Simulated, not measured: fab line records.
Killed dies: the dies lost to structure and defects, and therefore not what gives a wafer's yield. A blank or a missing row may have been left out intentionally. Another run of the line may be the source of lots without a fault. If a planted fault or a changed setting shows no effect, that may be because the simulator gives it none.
fab line records ; flow sky130
record: lots: 6; wafers: 18; last_day: 50
route steps=708 shown VIA2@521 METAL3@532 PAD_OPEN@708
lots with no fault: from the same line, run without faults
start_h: hours from the record's first day to the start of the lot's first wafer shown ; wait_h: time in hours since the lot's previous step ; " same as the row above ; L1.1+2: a single row standing in for several wafers ; - no value, or no start was given ; * or withheld: withheld ; < > ~ a bound
route shown NAME@n: NAME is a module with steps in the file, n the number in the route of the first one ; usual: mean/standard deviation of fault-free wafers ; same: alike in all rows ; chamber/n: place in a boat ; sites: per-site readings ; _std_site: standard deviation across them ; _edge_site: outer sites' mean less inner sites' ; radius_mm: for every site, how far away it sits from the centre of the wafer ; mask NAME#n: copy n ; behind: tool/chamber where the wafer was last shaped ; hold: why the lot was held/for how many hours/how that ended ; device: whichever transistor did not switch (one of n, p or np) ; end of line: the tests these same wafers got at the end of their route ; a step with no rows: only its recipe ; killed: dies lost to structure and defects at the first sort, not the wafer's yield ; map: a wafer's dies, x killed, . not, _ none there
set.NAME: the setting the step ran with; set.NAME@STEP: the setting that earlier step ran with ; model.NAME: the simulator's own value behind a step, which no gauge read
lots at some steps of the route; a table a step, a row a wafer
services: the hour from which a tool's chamber was out of use, counted from the record's first day as start_h (under 0 if before that day), plus the number of hours and why
== steps ==
step: SKY_VIA2_ETCH_14
recipe: chemistry: N2/H2; target: BARC; ion_energy_ev: 200; source_w: 500; bias_w: 100; pressure_mtorr: 30; n2_flow_sccm: 100; h2_flow_sccm: 200; stop_on: SiO2; time_s: 45.9; target_depth_a: 600
usual: drypump_motor_current_A: 5.6/0.38; oes_product_au: 0.858/0.0042; throttle_valve_pct: 13.226/0.0091
lot.wafer;tool;chamber;start_h;wait_h;drypump_motor_current_A;oes_product_au;rf_hours_counter_h;throttle_valve_pct
L662.2;rie_diel-01;1;888.62;0.0;5.6;0.857;11;13.228
L662.4;rie_diel-01;3;888.62;0.0;6.1;0.866;10;13.224
L662.6;rie_diel-01;1;888.62;0.0;5.6;0.855;-;13.207
L664.2;rie_diel-02;1;906.17;0.0;5.1;0.866;11;13.235
L664.3;rie_diel-02;0;906.17;0.0;5.5;0.856;11;13.237
L664.5;rie_diel-02;2;906.17;0.0;5.2;0.855;-;13.220
L673.3;rie_diel-01;1;970.67;0.0;5.6;0.848;12;13.229
L673.4;rie_diel-01;3;970.67;0.0;6.1;0.855;13;13.231
L673.6;rie_diel-01;1;970.67;0.0;5.6;0.855;-;13.236
L674.3;rie_diel-01;2;974.22;0.0;5.3;0.861;11;13.221
L674.4;rie_diel-01;1;974.22;0.0;5.6;0.860;13;13.229
L674.5;rie_diel-01;1;974.22;0.0;5.6;0.860;-;13.220
L677.1;rie_diel-01;3;996.82;0.0;6.0;0.854;13;13.229
L677.2;rie_diel-01;1;996.82;0.0;5.6;0.858;13;13.223
L677.4;rie_diel-01;0;996.82;0.0;5.8;0.856;4;13.217
L679.1;rie_diel-02;2;1011.22;0.0;5.2;0.854;22;13.239
L679.5;rie_diel-02;0;1011.22;0.0;5.5;0.860;-;13.231
L679.6;rie_diel-02;1;1011.22;0.0;5.1;0.862;-;13.230
step: SKY_VIA2_ETCH_15
recipe: target: SiO2; chemistry: C4F8/O2/Ar; target_depth_nm: 546; stop_on: TiN; mask_material: KrF-thick; source_w: 1500; bias_w: 1200; pressure_mtorr: 40; c4f8_flow_sccm: withheld; O2_flow_sccm: 6; Ar_flow_sccm: 300; time_s: 84
usual: oes_product_au: 0.939/0.0049
lot.wafer;tool;chamber;start_h;wait_h;oes_product_au;rf_hours_counter_h
L662.2;rie_diel-01;1;888.66;0.0;0.939;11
L662.4;rie_diel-01;3;888.66;0.0;0.935;10
L662.6;rie_diel-01;1;888.66;0.0;0.935;-
L664.2;rie_diel-02;1;906.21;0.0;0.939;11
L664.3;rie_diel-02;0;906.21;0.0;0.939;11
L664.5;rie_diel-02;2;906.21;0.0;0.938;-
L673.3;rie_diel-01;1;970.71;0.0;0.937;12
L673.4;rie_diel-01;3;970.71;0.0;0.944;13
L673.6;rie_diel-01;1;970.71;0.0;0.946;-
L674.3;rie_diel-01;2;974.26;0.0;0.940;11
L674.4;rie_diel-01;1;974.26;0.0;0.938;13
L674.5;rie_diel-01;1;974.26;0.0;0.940;-
L677.1;rie_diel-01;3;996.86;0.0;0.941;13
L677.2;rie_diel-01;1;996.86;0.0;0.938;13
L677.4;rie_diel-01;0;996.86;0.0;0.944;4
L679.1;rie_diel-02;2;1011.26;0.0;0.940;22
L679.5;rie_diel-02;0;1011.26;0.0;0.933;-
L679.6;rie_diel-02;1;1011.26;0.0;0.945;-
step: SKY_VIA2_STRIP_16
recipe: chemistry: O2/N2; power_w: 1400; pressure_mtorr: 1500; platen_temp_c: withheld; o2_flow_sccm: 3000; n2_flow_sccm: 300; overash_fraction: 0.5
usual: drypump_motor_current_A: 5.9/0.43; oes_product_au: 0.399/0.0047; strip_time_to_endpoint_s: 4.06/0.037
same: overash_fraction: 0.5
lot.wafer;tool;chamber;start_h;wait_h;drypump_motor_current_A;oes_product_au;rf_hours_counter_h;strip_time_to_endpoint_s
L662.2;plasma_asher-04;0;888.73;0.0;5.8;0.396;97;4.07
L662.4;plasma_asher-04;0;888.73;0.0;5.7;0.394;-;4.07
L662.6;plasma_asher-04;0;888.73;0.0;5.7;0.408;-;4.11
L664.2;plasma_asher-02;1;906.27;0.0;5.1;0.397;48;4.03
L664.3;plasma_asher-02;0;906.27;0.0;5.9;0.397;-;4.09
L664.5;plasma_asher-02;1;906.27;0.0;5.1;0.392;-;4.03
L673.3;plasma_asher-02;1;970.81;0.1;5.1;0.402;-;4.08
L673.4;plasma_asher-02;0;970.81;0.1;5.8;0.394;-;4.00
L673.6;plasma_asher-02;0;970.81;0.1;5.9;0.402;-;4.04
L674.3;plasma_asher-04;1;974.36;0.1;6.4;0.400;-;4.01
L674.4;plasma_asher-04;0;974.36;0.1;5.8;0.395;-;4.08
L674.5;plasma_asher-04;1;974.36;0.1;6.4;0.390;-;4.07
L677.1;plasma_asher-04;0;996.92;0.0;5.8;0.398;108;4.02
L677.2;plasma_asher-04;1;996.92;0.0;6.4;0.397;108;4.06
L677.4;plasma_asher-04;0;996.92;0.0;5.7;0.403;-;4.05
L679.1;plasma_asher-02;0;1011.33;0.0;5.9;0.401;58;4.06
L679.5;plasma_asher-02;0;1011.33;0.0;5.9;0.402;-;4.10
L679.6;plasma_asher-02;1;1011.33;0.0;5.1;0.395;-;4.01
step: SKY_VIA2_STRIP_17
recipe: chemistry: post_etch_residue_remover; time_s: 1200; temp_c: 72.5
step: SKY_VIA2_CLEAN_18
recipe: chemistry: IPA; time_s: 180; temp_c: 25
step: SKY_VIA2_CLEAN_19
recipe: chemistry: O3/DIW; dry: n2_spin
step: SKY_VIA2_SPUTTER_20
recipe: material: TiN; target_thk_nm: 20; chamber_pressure_pa: 5; power_w: 4000; time_s: 80
usual: cathode_dc_power_W: 4000.0/0.77; throttle_valve_pct: 29.9/0.83
lot.wafer;tool;chamber;start_h;wait_h;cathode_dc_power_W;throttle_valve_pct
L662.2;pvd_sputter-02;-;889.35;0.0;3999.1;30.8
L662.4;pvd_sputter-02;-;889.35;0.0;4001.1;29.5
L662.6;pvd_sputter-02;-;889.35;0.0;4000.6;29.6
L664.2;pvd_sputter-01;-;906.87;0.0;4001.1;30.9
L664.3;pvd_sputter-01;-;906.87;0.0;3998.7;29.6
L664.5;pvd_sputter-01;-;906.87;0.0;3998.4;29.4
L673.3;pvd_sputter-01;-;971.39;0.0;3998.9;30.4
L673.4;pvd_sputter-01;-;971.39;0.0;4001.0;29.5
L673.6;pvd_sputter-01;-;971.39;0.0;3999.7;29.5
L674.3;pvd_sputter-02;-;975.32;0.0;3999.7;30.7
L674.4;pvd_sputter-02;-;975.32;0.0;3998.3;29.1
L674.5;pvd_sputter-02;-;975.32;0.0;4001.0;29.5
L677.1;pvd_sputter-02;-;997.52;0.0;3999.3;29.7
L677.2;pvd_sputter-02;-;997.52;0.0;3999.6;30.7
L677.4;pvd_sputter-02;-;997.52;0.0;3999.9;29.2
L679.1;pvd_sputter-02;-;1011.93;0.0;4000.1;29.1
L679.5;pvd_sputter-02;-;1011.93;0.0;3999.6;29.6
L679.6;pvd_sputter-02;-;1011.93;0.0;3999.6;29.0
step: SKY_VIA2_CVD_21
recipe: material: W; target_thk_nm: 420; time_s: 126.4; temp_c: 400; pressure_torr: 40
usual: heater_power_w: 773/37; susceptor_temp_C: 400.05/0.19
lot.wafer;tool;chamber;start_h;wait_h;heater_power_w;susceptor_temp_C
L662.2;cvd_w-02;0;889.41;0.0;795;400.53
L662.4;cvd_w-02;1;889.41;0.0;738;400.10
L662.6;cvd_w-02;0;889.41;0.0;796;399.98
L664.2;cvd_w-02;0;906.93;0.0;785;399.88
L664.3;cvd_w-02;0;906.93;0.0;797;400.25
L664.5;cvd_w-02;1;906.93;0.0;736;400.33
L673.3;cvd_w-02;0;971.49;0.1;798;400.22
L673.4;cvd_w-02;1;971.49;0.1;744;399.87
L673.6;cvd_w-02;1;971.49;0.1;740;400.01
L674.3;cvd_w-02;0;975.42;0.1;790;399.90
L674.4;cvd_w-02;1;975.42;0.1;725;399.75
L674.5;cvd_w-02;0;975.42;0.1;807;400.24
L677.1;cvd_w-02;1;997.58;0.0;719;399.77
L677.2;cvd_w-02;0;997.58;0.0;828;399.77
L677.4;cvd_w-02;1;997.58;0.0;729;399.86
L679.1;cvd_w-01;1;1011.99;0.0;766;400.61
L679.5;cvd_w-01;1;1011.99;0.0;753;400.30
L679.6;cvd_w-01;0;1011.99;0.0;760;399.97
step: SKY_VIA2_RS_MEAS_22
recipe: thk_meas_gauge: four-point-probe; reads: W_of_VIA2_CVD_21+TiN_of_VIA2_SPUTTER_20
usual: VIA2_W_RS: 0.276/0.0035
lot.wafer;tool;chamber;start_h;wait_h;VIA2_W_RS[ohm/sq]
L662.2;film_metro-01;-;889.56;0.1;0.280
L662.4;film_metro-01;-;889.56;0.1;0.279
L662.6;film_metro-01;-;889.56;0.1;0.274
L664.2;film_metro-03;-;907.08;0.1;0.281
L664.3;film_metro-03;-;907.08;0.1;0.277
L664.5;film_metro-03;-;907.08;0.1;0.283
L673.3;film_metro-03;-;971.62;0.1;0.279
L673.4;film_metro-03;-;971.62;0.1;0.280
L673.6;film_metro-03;-;971.62;0.1;0.274
L674.3;film_metro-03;-;975.55;0.1;0.274
L674.4;film_metro-03;-;975.55;0.1;0.276
L674.5;film_metro-03;-;975.55;0.1;0.272
L677.1;film_metro-03;-;997.71;0.1;0.274
L677.2;film_metro-03;-;997.71;0.1;0.276
L677.4;film_metro-03;-;997.71;0.1;0.277
L679.1;film_metro-01;-;1012.12;0.1;0.272
L679.5;film_metro-01;-;1012.12;0.1;0.272
L679.6;film_metro-01;-;1012.12;0.1;0.270
step: SKY_VIA2_THK_MEAS_23
recipe: thk_meas_gauge: xrf; reads: W_of_VIA2_CVD_21
usual: VIA2_W_THK: 415/6.3
lot.wafer;tool;chamber;start_h;wait_h;VIA2_W_THK[nm]
L662.2;film_metro-01;-;889.67;0.1;409
L662.4;film_metro-01;-;889.67;0.1;408
L662.6;film_metro-01;-;889.67;0.1;417
L664.2;film_metro-03;-;907.19;0.1;410
L664.3;film_metro-03;-;907.19;0.1;415
L664.5;film_metro-03;-;907.19;0.1;409
L673.3;film_metro-03;-;971.72;0.1;412
L673.4;film_metro-03;-;971.72;0.1;417
L673.6;film_metro-03;-;971.72;0.1;425
L674.3;film_metro-03;-;975.65;0.1;421
L674.4;film_metro-03;-;975.65;0.1;423
L674.5;film_metro-03;-;975.65;0.1;424
L677.1;film_metro-03;-;997.83;0.1;418
L677.2;film_metro-03;-;997.83;0.1;415
L677.4;film_metro-03;-;997.83;0.1;414
L679.1;film_metro-01;-;1012.24;0.1;408
L679.5;film_metro-01;-;1012.24;0.1;413
L679.6;film_metro-01;-;1012.24;0.1;416
step: SKY_VIA2_CMP_24
recipe: stop_on: SiO2; t_overpolish_s: 20; down_force_psi: 3.5; platen_rpm: 60; target_thk_nm: 0; pad_velocity_m_s: 0.94248
step: SKY_METAL3_SPUTTER_00
recipe: material: Ti; target_thk_nm: 15; power_w: 3000; time_s: 10; chamber_pressure_pa: 0.4
step: SKY_METAL3_SPUTTER_01
recipe: material: TiN; target_thk_nm: 20; power_w: 6500; time_s: 16.7; chamber_pressure_pa: 0.4
usual: cathode_dc_power_W: 6500.0/1.1; throttle_valve_pct: 30.0/1.1
lot.wafer;tool;chamber;start_h;wait_h;cathode_dc_power_W;throttle_valve_pct;model.TiN_of_METAL3_SPUTTER_01.thk_nm
L662.2;pvd_sputter-03;-;890.04;0.0;6500.2;30.7;20.38
L662.4;pvd_sputter-03;-;890.04;0.0;6500.1;28.8;20.78
L662.6;pvd_sputter-03;-;890.04;0.0;6502.3;30.6;20.34
L664.2;pvd_sputter-04;-;907.56;0.0;6500.2;32.4;20.16
L664.3;pvd_sputter-04;-;907.56;0.0;6500.9;29.6;19.9
L664.5;pvd_sputter-04;-;907.56;0.0;6499.2;28.1;20.09
L673.3;pvd_sputter-04;-;972.08;0.0;6768.2;29.3;20.57
L673.4;pvd_sputter-04;-;972.08;0.0;6769.4;28.3;21
L673.6;pvd_sputter-04;-;972.08;0.0;6769.9;29.8;20.57
L674.3;pvd_sputter-04;-;976.01;0.0;6771.2;29.5;20.36
L674.4;pvd_sputter-04;-;976.01;0.0;6769.6;28.5;20.86
L674.5;pvd_sputter-04;-;976.01;0.0;6770.6;29.3;20.9
L677.1;pvd_sputter-02;-;998.21;0.0;6500.9;29.0;19.73
L677.2;pvd_sputter-02;-;998.21;0.0;6499.4;30.7;20.32
L677.4;pvd_sputter-02;-;998.21;0.0;6499.1;30.6;20.32
L679.1;pvd_sputter-03;-;1012.63;0.0;6498.8;30.8;19.85
L679.5;pvd_sputter-03;-;1012.63;0.0;6498.9;30.7;19.89
L679.6;pvd_sputter-03;-;1012.63;0.0;6500.9;28.8;20.43
step: SKY_METAL3_SPUTTER_02
recipe: material: AlCu; target_thk_nm: 735; power_w: 10600; time_s: 39.1; chamber_pressure_pa: 0.4
step: SKY_PAD_OPEN_PROBE_99
usual: defect_limited_yield: 82.9/2; killed_at_M0_to_M3: 43/7; killed_at_M4_up: 3.0/1.9; killed_at_contacts: 24/4.6; killed_at_front_end: 15/4.1; killed_at_other: 0.3/0.52; killed_dies: 84/9.7; killed_open: 46/6.9; killed_short: 38/6.8; sort_bin_3_pad_short: 0.8/0.41; sort_bin_5_function: 10.2/1.5; sort_bin_6_memory: 6.1/1.1; sort_n_pass: 408/9.7; sort_yield_pct: 82.9/2
same: gross_dies: 492; killed_at_back_side: 0; sort_bin_4_leakage[%]: 0; sort_bin_8_speed[%]: 0
lot.wafer;tool;chamber;start_h;wait_h;defect_limited_yield[%];killed_at_M0_to_M3;killed_at_M4_up;killed_at_contacts;killed_at_front_end;killed_at_other;killed_dies;killed_open;killed_short;sort_bin_3_pad_short[%];sort_bin_5_function[%];sort_bin_6_memory[%];sort_n_pass;sort_yield_pct[%]
L662.2;prober-01;-;1108.15;0.1;83.1;32;2;27;22;0;83;46;36;1.6;9.6;5.7;409;83.1
L662.4;prober-01;-;1108.25;0.2;82.5;46;2;24;14;0;86;51;35;1.0;11.0;5.5;406;82.5
L662.6;prober-01;-;1108.35;0.2;84.8;38;7;21;9;0;75;41;33;0;9.6;5.7;417;84.8
L664.2;prober-01;-;1120.20;0.1;80.9;59;0;22;13;0;94;56;38;1.4;12.0;5.7;398;80.9
L664.3;prober-01;-;1120.25;0.2;81.7;53;2;18;17;0;90;55;35;0.4;12.2;5.7;402;81.7
L664.5;prober-01;-;1120.35;0.2;83.5;33;3;24;21;0;81;43;38;1.0;10.4;5.1;411;83.5
L673.3;prober-01;-;1169.38;0.2;82.9;39;4;21;19;1;84;45;39;0.6;10.4;6.1;408;82.9
L673.4;prober-01;-;1169.43;0.2;84.1;37;2;30;9;0;78;42;36;1.0;9.6;5.3;414;84.1
L673.6;prober-01;-;1169.53;0.2;84.3;41;1;23;12;0;77;45;31;1.2;9.8;4.7;415;84.3
L674.3;prober-02;-;1174.88;0.2;82.1;48;2;24;14;0;88;51;37;1.0;11.2;5.7;404;82.1
L674.4;prober-02;-;1174.93;0.2;84.6;40;3;24;8;1;76;42;33;1.0;7.7;6.7;416;84.6
L674.5;prober-02;-;1174.98;0.2;82.3;46;2;28;11;0;87;42;45;0.6;11.4;5.7;405;82.3
killed by level:class
L662.2 VIA1:geometric_particle:open=12 CONTACT:geometric_particle:open=11 FIELD_ISO:geometric_particle:short=6 LI_CONTACT:geometric_particle:open=6 CONTACT:geometric_particle:short=5 METAL1:geometric_particle:short=5 FIELD_ISO:geometric_particle:open=4 VIA3:geometric_particle:short=4
L662.4 VIA2:geometric_particle:open=10 CONTACT:geometric_particle:open=8 VIA1:geometric_particle:open=8 VIA3:geometric_particle:open=7 VIA1:geometric_particle:short=6 POLY_GATE:geometric_particle:open=5 CONTACT:geometric_particle:short=5 FIELD_ISO:geometric_particle:open=4
L662.6 VIA1:geometric_particle:open=10 VIA3:geometric_particle:open=8 METAL4:geometric_particle:short=7 VIA2:geometric_particle:open=6 LI_CONTACT:geometric_particle:open=6 CONTACT:geometric_particle:open=6 METAL3:geometric_particle:short=5 LOCAL_INTERCONNECT:geometric_particle:short=4
L664.2 VIA1:geometric_particle:open=15 VIA3:geometric_particle:open=12 CONTACT:geometric_particle:open=10 VIA2:geometric_particle:open=7 METAL1:geometric_particle:short=6 VIA3:geometric_particle:short=5 METAL2:geometric_particle:short=5 FIELD_ISO:geometric_particle:short=4
L664.3 VIA1:geometric_particle:open=19 VIA2:geometric_particle:open=11 FIELD_ISO:geometric_particle:short=6 VIA3:geometric_particle:open=5 LI_CONTACT:geometric_particle:open=5 CONTACT:geometric_particle:open=5 METAL2:geometric_particle:short=5 VIA3:geometric_particle:short=5
L664.5 CONTACT:geometric_particle:open=10 METAL2:geometric_particle:short=7 VIA1:geometric_particle:open=7 CONTACT:geometric_particle:short=7 FIELD_ISO:geometric_particle:open=5 FIELD_ISO:geometric_particle:short=5 VIA2:geometric_particle:open=4 SPACER:geometric_particle:open=4
L673.3 VIA1:geometric_particle:open=11 CONTACT:geometric_particle:open=7 FIELD_ISO:geometric_particle:short=6 LOCAL_INTERCONNECT:geometric_particle:short=5 METAL1:geometric_particle:open=5 VIA3:geometric_particle:open=5 FIELD_ISO:geometric_particle:open=4 CONTACT:geometric_particle:short=4
L673.4 CONTACT:geometric_particle:open=13 CONTACT:geometric_particle:short=7 VIA1:geometric_particle:open=7 VIA3:geometric_particle:open=7 LOCAL_INTERCONNECT:geometric_particle:short=6 METAL1:geometric_particle:short=4 VIA2:geometric_particle:open=4 LI_CONTACT:geometric_particle:open=3
L673.6 CONTACT:geometric_particle:open=10 VIA1:geometric_particle:open=9 VIA3:geometric_particle:open=6 METAL1:geometric_particle:short=6 LI_CONTACT:geometric_particle:open=5 METAL2:geometric_particle:short=5 POLY_GATE:geometric_particle:short=4 CONTACT:geometric_particle:short=4
L674.3 VIA2:geometric_particle:open=14 VIA1:geometric_particle:open=10 METAL1:geometric_particle:short=8 CONTACT:geometric_particle:short=8 CONTACT:geometric_particle:open=7 LI_CONTACT:geometric_particle:open=6 FIELD_ISO:geometric_particle:short=5 FIELD_ISO:geometric_particle:open=4
L674.4 LI_CONTACT:geometric_particle:open=8 VIA1:geometric_particle:open=7 CONTACT:geometric_particle:open=6 METAL2:geometric_particle:short=6 CONTACT:geometric_particle:short=5 METAL1:geometric_particle:short=5 VIA2:geometric_particle:open=5 VIA3:geometric_particle:open=5
L674.5 CONTACT:geometric_particle:open=13 VIA1:geometric_particle:open=12 CONTACT:geometric_particle:short=9 METAL1:geometric_particle:short=6 VIA1:geometric_particle:short=6 METAL2:geometric_particle:short=6 FIELD_ISO:geometric_particle:open=4 METAL3:geometric_particle:short=4
== services ==
tool;chamber;start_h;hours;kind
rie_diel-01;0;879.78;6.4;repair
rie_diel-01;1;891.64;2.4;repair
pvd_sputter-01;-;900.60;3.3;repair
cvd_w-01;-;904.00;14.0;pm
cvd_w-01;0;904.00;14.0;vent_cycle
cvd_w-01;1;904.00;14.0;vent_cycle
rie_diel-02;1;909.36;8.2;repair
cvd_w-01;0;918.00;-;clean
cvd_w-01;1;918.00;-;clean
rie_diel-01;1;934.91;21.7;repair
pvd_sputter-02;-;937.96;15.0;repair
plasma_asher-04;-;957.43;5.1;repair
rie_diel-02;3;975.16;3.4;repair
cvd_w-01;0;977.90;3.7;repair
pvd_sputter-03;-;987.66;2.1;repair
pvd_sputter-02;2;994.37;-;consumable_replace:kit
pvd_sputter-02;2;994.37;18.0;scheduled_down
pvd_sputter-02;2;994.37;18.0;vent_cycle
rie_diel-02;-;998.45;2.8;pm
pvd_sputter-04;2;999.92;-;consumable_replace:kit
pvd_sputter-04;2;999.92;18.0;scheduled_down
pvd_sputter-04;2;999.92;18.0;vent_cycle
== key ==
first_sign: step: SKY_METAL3_SPUTTER_01; reading: cathode_dc_power_W; direction: up; sigmas: 99+; usual: 6500.0; struck: 6769.8
effect none on later readings
model_effect: step: SKY_METAL3_SPUTTER_01; value: TiN_of_METAL3_SPUTTER_01.thk_nm; without: 19.88; struck: 20.71
met_at SKY_METAL3_SPUTTER_01
struck_wafers L673.3,L673.4,L673.6,L674.3,L674.4,L674.5
onset_between 907.56 972.08
fault: kind: process_parameter_drift; tool: pvd_sputter-04; chamber: -; onset_h: 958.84; steps: SKY_METAL3_SPUTTER_01; channel: power_w; offset: *; shape: step; end_h: 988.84; acts_in: *; stated: *
